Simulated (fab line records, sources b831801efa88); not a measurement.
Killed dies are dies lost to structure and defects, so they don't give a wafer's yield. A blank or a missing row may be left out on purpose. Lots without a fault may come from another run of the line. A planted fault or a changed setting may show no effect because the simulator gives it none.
One fault seen from 2 desks | flow sky130 | each desk has only its own numbers; what lay behind them comes last

THE TOOL OWNER'S DESK: pecvd-02
The tool's own readings at SKY_CAPM_CVD_00 (deposits SiO2, target thk 15.5 nm): means of the sampled wafers that have a number, for each lot that ran on this tool. A lot is out of limits, marked OUT, if its mean lies more than 4 standard deviations from the usual mean; the brackets give that distance.
Columns: A = heater_power_w at SKY_CAPM_CVD_00, usual 663 W
lot  | first seen here | A
L296 | day 37 07:23    | 647
L297 | day 37 20:31    | 682
L300 | day 38 13:02    | 703
This desk's finding: nothing out of limits on any of the 3 lots.

THE METROLOGY DESK
What the gauges read, lot by lot, whatever tool the lot ran on: means of the sampled wafers that have a number. A lot is out of limits, marked OUT, if its mean lies more than 4 standard deviations from the usual mean; the brackets give that distance.
Columns: A = VIA2_OVL at SKY_VIA2_OVL_MEAS_13, usual -1 nm; B = CAPM_CVD_00_THK at SKY_CAPM_THK_MEAS_01, usual 15.59 nm
lot  | first seen here | A  | B
L292 | day 36 00:36    | -2 | 15.59
L293 | day 36 07:22    | 3  | 15.90
L296 | day 37 05:49    | -6 | 15.80
L297 | day 37 18:58    | -1 | 13.69 (-6.8) OUT
L300 | day 38 11:29    | 5  | 13.54 (-7.3) OUT
L306 | day 40 08:41    | -7 | 15.42
L307 | day 40 17:55    | -3 | 15.87
L310 | day 41 20:37    | 3  | 15.39
L312 | day 43 10:05    | -1 | 15.50
L313 | day 43 12:00    | -1 | 15.36
L311 | day 43 13:57    | 1  | 15.45
This desk's finding: out of limits on L297, L300; first on L297, day 37 20:33 (CAPM_CVD_00_THK at SKY_CAPM_THK_MEAS_01). In limits: L292, L293, L296, L306, L307, L310, L312, L313, L311.

PUT TOGETHER
The metrology desk could have raised an alarm at day 37 20:33, on L297, L300.
The tool owner's desk saw nothing out of limits.
The tool owner's desk has L297, L300 on record, within its limits.
Of the lots named, all ran SKY_CAPM_CVD_00 on pecvd-02.

WHAT THE SIMULATOR HAD PUT IN
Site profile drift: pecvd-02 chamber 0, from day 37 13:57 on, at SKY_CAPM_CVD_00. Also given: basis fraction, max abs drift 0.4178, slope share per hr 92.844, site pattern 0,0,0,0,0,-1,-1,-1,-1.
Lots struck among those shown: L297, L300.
Hours from the fault's start to each desk's first reading out of limits: the metrology desk, 7.
